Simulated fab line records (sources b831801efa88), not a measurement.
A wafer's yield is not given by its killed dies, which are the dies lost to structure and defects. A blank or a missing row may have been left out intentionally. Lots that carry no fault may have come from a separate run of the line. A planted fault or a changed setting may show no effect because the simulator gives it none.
A struck lot beside a sound one / flow sky130 / 15 out of 708 route steps
Sound: wafers L671.3, L671.4, L671.5. Struck: wafers L684.1, L684.6. (L684.5 of the same lot was not struck and is left out.) The cause comes at the end.
Order at every step that has rows: each side's tool, ch and its chambers, its first start. Under that, the readings that differ: sound wafers / struck wafers / difference of the means / sigmas: that difference in standard deviations of wafers without a fault.
alike: a reading whose means differ by less than 2 such deviations, as well as words and numbers matching on both sides. not compared: withheld readings; readings where some wafer has no value; bounds like >300 that might hide an equal value; numbers whose values overlap and for which the record gives no deviation.
A row with sigmas, a row that says differs or no value, or rows on one side alone: a step with any of these is where the two part. Non-overlapping numbers with no deviation appear without sigmas and do not part them. Lack of a reading on every wafer of one side parts them only where that side has two or more wafers.

SKY_LOCAL_INTERCONNECT_THK_MEAS_02: measures by xrf.
  sound on film metro-04, day 30 15:40; struck on film metro-01, day 34 15:34
  alike: LOCAL_INTERCONNECT_TIN_THK
then, 8 steps without rows for these wafers: SKY_LOCAL_INTERCONNECT_DEHYDRATE_03 (time 60 s); SKY_LOCAL_INTERCONNECT_HMDS_04 (prime time 60 s); SKY_LOCAL_INTERCONNECT_COAT_05 (resist thk 60 nm); SKY_LOCAL_INTERCONNECT_COAT_06 (resist thk 450 nm); SKY_LOCAL_INTERCONNECT_SOFTBAKE_07 (time 90 s); SKY_LOCAL_INTERCONNECT_EXPOSE_08 (exposes mask LI1M, target cd 170 nm); SKY_LOCAL_INTERCONNECT_PEB_09; SKY_LOCAL_INTERCONNECT_DEVELOP_10 (develop time 60 s).
SKY_LOCAL_INTERCONNECT_CD_MEAS_11: target cd 170 nm.
  sound on cd sem-02, day 31 19:35; struck on cd sem-02, day 35 17:38
  alike: cd nm
SKY_LOCAL_INTERCONNECT_OVL_MEAS_12:
  sound on overlay-02, day 31 19:40; struck on overlay-02, day 35 17:46
  alike: LOCAL_INTERCONNECT_OVL
SKY_LOCAL_INTERCONNECT_ETCH_13: etches BARC in N2/H2, stops on SiO2, time 45.9 s, target depth 60 nm.
  sound on rie metal-03 ch 0,1, day 31 19:43; struck on rie metal-03 ch 1, day 35 17:48
  alike: drypump motor current A, oes product au, throttle valve pct
  not compared: rf hours counter h
SKY_LOCAL_INTERCONNECT_METAL_ETCH_14: etches TiN in Cl2/BCl3, stops on PSG, target depth 110 nm, time 31.4 s.
  sound on rie metal-03 ch 0,1, day 31 19:47; struck on rie metal-03 ch 1, day 35 17:52
reading=oes product au (a.u.); sound=0.920 0.931 0.922; struck=0.705 0.712; difference=-0.216; sigmas=-26
reading=throttle valve pct (%); sound=21.908 21.895 21.918; struck=22.049 22.059; difference=+0.147; sigmas=+15
reading=model.LOCAL_INTERCONNECT.feature depth nm (nm); sound=97.86 98.67 96.76; struck=58.02 58.1; difference=-39.70; sigmas=
reading=model.etch.depth nm (nm); sound=97.86 98.67 96.76; struck=58.02 58.1; difference=-39.70; sigmas=
reading=model.KrF-thick_of_LOCAL_INTERCONNECT_COAT_06.thk nm (nm); sound=348.5 350.3 349.7; struck=369.5 368; difference=+19.2; sigmas=
  alike: drypump motor current A, mfc cl2 sccm
  not compared: rf hours counter h
SKY_LOCAL_INTERCONNECT_STRIP_15: strips in O2/N2.
  sound on plasma asher-01 ch 0,1, day 31 19:51; struck on plasma asher-02 ch 0, day 35 17:55
reading=oes product au (a.u.); sound=0.424 0.424 0.426; struck=0.441 0.428; difference=+0.010; sigmas=+2
reading=strip time to endpoint s (s); sound=4.712 4.739 4.721; struck=4.924 4.928; difference=+0.202; sigmas=+13
  alike: drypump motor current A
  not compared: rf hours counter h
then, 1 step without rows for these wafers: SKY_LOCAL_INTERCONNECT_STRIP_16 (strips in post etch residue remover, time 1200 s).

## WHERE THEY PART
Earliest at SKY_LOCAL_INTERCONNECT_METAL_ETCH_14; latest, in this record, at SKY_LOCAL_INTERCONNECT_STRIP_15.

WHY: whatever the simulator had introduced
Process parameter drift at SKY_LOCAL_INTERCONNECT_METAL_ETCH_14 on rie metal-03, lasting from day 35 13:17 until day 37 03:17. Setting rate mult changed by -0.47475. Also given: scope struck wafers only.
